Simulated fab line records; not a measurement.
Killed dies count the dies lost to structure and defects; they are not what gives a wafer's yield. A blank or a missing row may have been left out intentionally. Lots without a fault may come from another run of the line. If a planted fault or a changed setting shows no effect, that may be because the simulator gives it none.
Which tool did it? || flow gf180mcu || 39 wafers from 13 lots sampled at 3 of the route's 602 steps

## WHAT THE GAUGES SHOWED, per wafer
GF_HV_LDD_TW_MEAS_50.
{"lot": "L181", "measured": "day 12 09:16", "on": "film-metro-02", "HV_LDD_4_TW": "559 559 557"}
{"lot": "L182", "measured": "day 12 18:03", "on": "film-metro-04", "HV_LDD_4_TW": "573 577 574"}
{"lot": "L183", "measured": "day 12 19:07", "on": "film-metro-02", "HV_LDD_4_TW": "557 557 556"}
{"lot": "L184", "measured": "day 13 09:50", "on": "film-metro-02", "HV_LDD_4_TW": "557 560 563"}
{"lot": "L185", "measured": "day 13 23:14", "on": "film-metro-01", "HV_LDD_4_TW": "569 566 564"}
{"lot": "L188", "measured": "day 14 16:26", "on": "film-metro-04", "HV_LDD_4_TW": "573 575 570"}
{"lot": "L190", "measured": "day 15 11:49", "on": "film-metro-01", "HV_LDD_4_TW": "567 563 562"}
{"lot": "L196", "measured": "day 17 12:36", "on": "film-metro-04", "HV_LDD_4_TW": "572 576 574"}
{"lot": "L197", "measured": "day 18 03:46", "on": "film-metro-01", "HV_LDD_4_TW": "557 558 560"}
{"lot": "L200", "measured": "day 19 00:03", "on": "film-metro-04", "HV_LDD_4_TW": "577 578 575"}
{"lot": "L201", "measured": "day 19 08:49", "on": "film-metro-02", "HV_LDD_4_TW": "561 563 563"}
{"lot": "L203", "measured": "day 19 18:03", "on": "film-metro-02", "HV_LDD_4_TW": "564 563 566"}
{"lot": "L204", "measured": "day 20 05:08", "on": "film-metro-01", "HV_LDD_4_TW": "564 563 562"}

GF_CONTACT_THK_MEAS_03.
{"lot": "L181", "measured": "day 15 03:06", "on": "film-metro-02", "CONTACT_CVD_02_THK (nm)": "850 865 860"}
{"lot": "L182", "measured": "day 15 14:19", "on": "film-metro-04", "CONTACT_CVD_02_THK (nm)": "834 853 852"}
{"lot": "L183", "measured": "day 15 14:44", "on": "film-metro-04", "CONTACT_CVD_02_THK (nm)": "847 859 869"}
{"lot": "L184", "measured": "day 16 06:27", "on": "film-metro-02", "CONTACT_CVD_02_THK (nm)": "860 850 864"}
{"lot": "L185", "measured": "day 16 21:28", "on": "film-metro-01", "CONTACT_CVD_02_THK (nm)": "846 833 861"}
{"lot": "L188", "measured": "day 17 18:07", "on": "film-metro-04", "CONTACT_CVD_02_THK (nm)": "834 849 843"}
{"lot": "L190", "measured": "day 18 13:06", "on": "film-metro-04", "CONTACT_CVD_02_THK (nm)": "846 852 847"}
{"lot": "L196", "measured": "day 20 20:16", "on": "film-metro-04", "CONTACT_CVD_02_THK (nm)": "841 842 845"}
{"lot": "L197", "measured": "day 21 10:55", "on": "film-metro-02", "CONTACT_CVD_02_THK (nm)": "862 851 873"}
{"lot": "L200", "measured": "day 22 05:58", "on": "film-metro-01", "CONTACT_CVD_02_THK (nm)": "830 856 869"}
{"lot": "L201", "measured": "day 22 13:28", "on": "film-metro-02", "CONTACT_CVD_02_THK (nm)": "839 877 869"}
{"lot": "L203", "measured": "day 22 23:10", "on": "film-metro-01", "CONTACT_CVD_02_THK (nm)": "848 860 867"}
{"lot": "L204", "measured": "day 23 08:37", "on": "film-metro-01", "CONTACT_CVD_02_THK (nm)": "872 844 887"}

## WHICH TOOL RAN EACH LOT (tool, then ch and the chambers of the sampled wafers, then the start)
{"lot": "L181", "GF_SAB_STRIP_13": "plasma-asher-04 ch 1, day 15 02:13"}
{"lot": "L182", "GF_SAB_STRIP_13": "plasma-asher-04 ch 0,1, day 15 13:18"}
{"lot": "L183", "GF_SAB_STRIP_13": "plasma-asher-03 ch 0,1, day 15 13:50"}
{"lot": "L184", "GF_SAB_STRIP_13": "plasma-asher-03 ch 0,1, day 16 05:34"}
{"lot": "L185", "GF_SAB_STRIP_13": "plasma-asher-03 ch 0,1, day 16 20:35"}
{"lot": "L188", "GF_SAB_STRIP_13": "plasma-asher-04 ch 0,1, day 17 17:14"}
{"lot": "L190", "GF_SAB_STRIP_13": "plasma-asher-04 ch 0,1, day 18 12:07"}
{"lot": "L196", "GF_SAB_STRIP_13": "plasma-asher-04 ch 0,1, day 20 19:23"}
{"lot": "L197", "GF_SAB_STRIP_13": "plasma-asher-04 ch 0, day 21 10:01"}
{"lot": "L200", "GF_SAB_STRIP_13": "plasma-asher-04 ch 0,1, day 22 05:04"}
{"lot": "L201", "GF_SAB_STRIP_13": "plasma-asher-03 ch 0,1, day 22 12:27"}
{"lot": "L203", "GF_SAB_STRIP_13": "plasma-asher-01 ch 0,1, day 22 22:16"}
{"lot": "L204", "GF_SAB_STRIP_13": "plasma-asher-03 ch 0, day 23 07:44"}
- GF_SAB_STRIP_13: strips in O2/N2.

## WHAT THE TOOLS THEMSELVES READ (means of the sampled wafers that have a number; where no wafer has one, the mark that the record gives instead)
GF_SAB_STRIP_13.
{"lot": "L181", "tool": "plasma-asher-04", "drypump-motor-current-A (A)": 5.1, "heater-power-w (W)": 253, "oes-product-au (a.u.)": 0.712, "strip-time-to-endpoint-s (s)": 12.61}
{"lot": "L182", "tool": "plasma-asher-04", "drypump-motor-current-A (A)": 5.3, "heater-power-w (W)": 282, "oes-product-au (a.u.)": 0.708, "strip-time-to-endpoint-s (s)": 12.63}
{"lot": "L183", "tool": "plasma-asher-03", "drypump-motor-current-A (A)": 6.0, "heater-power-w (W)": 302, "oes-product-au (a.u.)": 0.711, "strip-time-to-endpoint-s (s)": 12.67}
{"lot": "L184", "tool": "plasma-asher-03", "drypump-motor-current-A (A)": 6.0, "heater-power-w (W)": 300, "oes-product-au (a.u.)": 0.703, "strip-time-to-endpoint-s (s)": 12.60}
{"lot": "L185", "tool": "plasma-asher-03", "drypump-motor-current-A (A)": 6.0, "heater-power-w (W)": 288, "oes-product-au (a.u.)": 0.715, "strip-time-to-endpoint-s (s)": 12.66}
{"lot": "L188", "tool": "plasma-asher-04", "drypump-motor-current-A (A)": 5.5, "heater-power-w (W)": 313, "oes-product-au (a.u.)": 0.714, "strip-time-to-endpoint-s (s)": 12.61}
{"lot": "L190", "tool": "plasma-asher-04", "drypump-motor-current-A (A)": 5.3, "heater-power-w (W)": 285, "oes-product-au (a.u.)": 0.711, "strip-time-to-endpoint-s (s)": 12.60}
{"lot": "L196", "tool": "plasma-asher-04", "drypump-motor-current-A (A)": 5.5, "heater-power-w (W)": 314, "oes-product-au (a.u.)": 0.709, "strip-time-to-endpoint-s (s)": 12.59}
{"lot": "L197", "tool": "plasma-asher-04", "drypump-motor-current-A (A)": 5.7, "heater-power-w (W)": 344, "oes-product-au (a.u.)": 0.709, "strip-time-to-endpoint-s (s)": 12.61}
{"lot": "L200", "tool": "plasma-asher-04", "drypump-motor-current-A (A)": 5.5, "heater-power-w (W)": 316, "oes-product-au (a.u.)": 0.705, "strip-time-to-endpoint-s (s)": 12.61}
{"lot": "L201", "tool": "plasma-asher-03", "drypump-motor-current-A (A)": 6.0, "heater-power-w (W)": 300, "oes-product-au (a.u.)": 0.711, "strip-time-to-endpoint-s (s)": 12.66}
{"lot": "L203", "tool": "plasma-asher-01", "drypump-motor-current-A (A)": 5.8, "heater-power-w (W)": 332, "oes-product-au (a.u.)": 0.707, "strip-time-to-endpoint-s (s)": 12.63}
{"lot": "L204", "tool": "plasma-asher-03", "drypump-motor-current-A (A)": 6.0, "heater-power-w (W)": 312, "oes-product-au (a.u.)": 0.710, "strip-time-to-endpoint-s (s)": 12.57}

## THE ANSWER, worked out from the rows above alone
Rule: usual is defined by the lots themselves. The widest of any qualifying gaps counts: lots, ordered by their means at a reading, are off when they make up no more than a third of the lots, leave a main group of 4 or more, and stand apart from it by 3 or more times the standard deviation of that group's means. A main group is skipped when, at the precision printed for the reading in the tables above, its means are all equal. Also off: a lot with no number at a reading for which 4 or more lots have one. Any other lot the step has rows for is counted as sound. First the gauges in route order, then the tools' own readings, where a lot's mean is used as printed above. The first step at which some lot is off is used, and at that step the reading that is off furthest; a lot without a number counts as furthest.
No lot is off at any reading shown: from this, nothing can be told.

## WHAT THE SIMULATOR PUT IN
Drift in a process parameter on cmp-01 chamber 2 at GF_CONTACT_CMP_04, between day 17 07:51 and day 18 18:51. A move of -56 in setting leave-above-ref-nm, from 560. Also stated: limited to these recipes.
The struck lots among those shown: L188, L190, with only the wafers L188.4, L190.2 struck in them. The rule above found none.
